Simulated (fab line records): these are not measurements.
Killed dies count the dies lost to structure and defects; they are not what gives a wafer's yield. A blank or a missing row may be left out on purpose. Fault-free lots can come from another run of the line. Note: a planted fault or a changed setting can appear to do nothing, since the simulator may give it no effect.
Chamber matching + flow gf180mcu + GF_PASSIVATION_CVD_00 on pecvd-04: 3 sister chambers
The step deposits SiO2 from TEOS, target thk 1000 nm, time 111.95 s. 3 wafers are shown with their chamber, then 6 later ones without.

## WAFERS PAIRED WITH THEIR CHAMBERS
| wafer  | chamber | heater power w (W) |
|--------|---------|--------------------|
| L868.4 | 1       | 666                |
| L869.4 | 2       | 785                |
| L869.5 | 0       | 738                |

## WAFERS WHOSE CHAMBER IS MISSING
| wafer  | heater power w (W) |
|--------|--------------------|
| L869.6 | 668                |
| L877.3 | 811                |
| L877.6 | 536                |
| L879.2 | 776                |
| L879.3 | 744                |
| L879.4 | 792                |

## THE CHAMBER EACH PASSED THROUGH
| wafer  | from the rows above          | in truth |
|--------|------------------------------|----------|
| L869.6 | can't be placed: 1 or 0      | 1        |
| L877.3 | can't be placed: 2 or 0      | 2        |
| L877.6 | can't be placed: 1 or 0      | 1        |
| L879.2 | can't be placed: 2 or 0 or 1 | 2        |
| L879.3 | can't be placed: 0 or 2 or 1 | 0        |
| L879.4 | can't be placed: 2 or 0      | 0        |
Correct placement for 0 of the 6. Cannot be placed on the basis of these rows: 6; the candidates contain the true chamber in 6. Placed wrongly: 0.
How it was worked out, from the rows above alone: a wafer's distance from a chamber is the root of the sum, over the readings, of the square of ((its reading less the chamber's mean) divided by the reading's scatter). If the next closest chamber is less than 2 further off than the closest, the wafer can't be placed; otherwise it belongs to the closest. For every chamber, the mean is computed from those of its wafers that are shown. The scatter: root of mean squared gap, hidden wafer to nearest shown wafer, with one shown wafer a chamber.
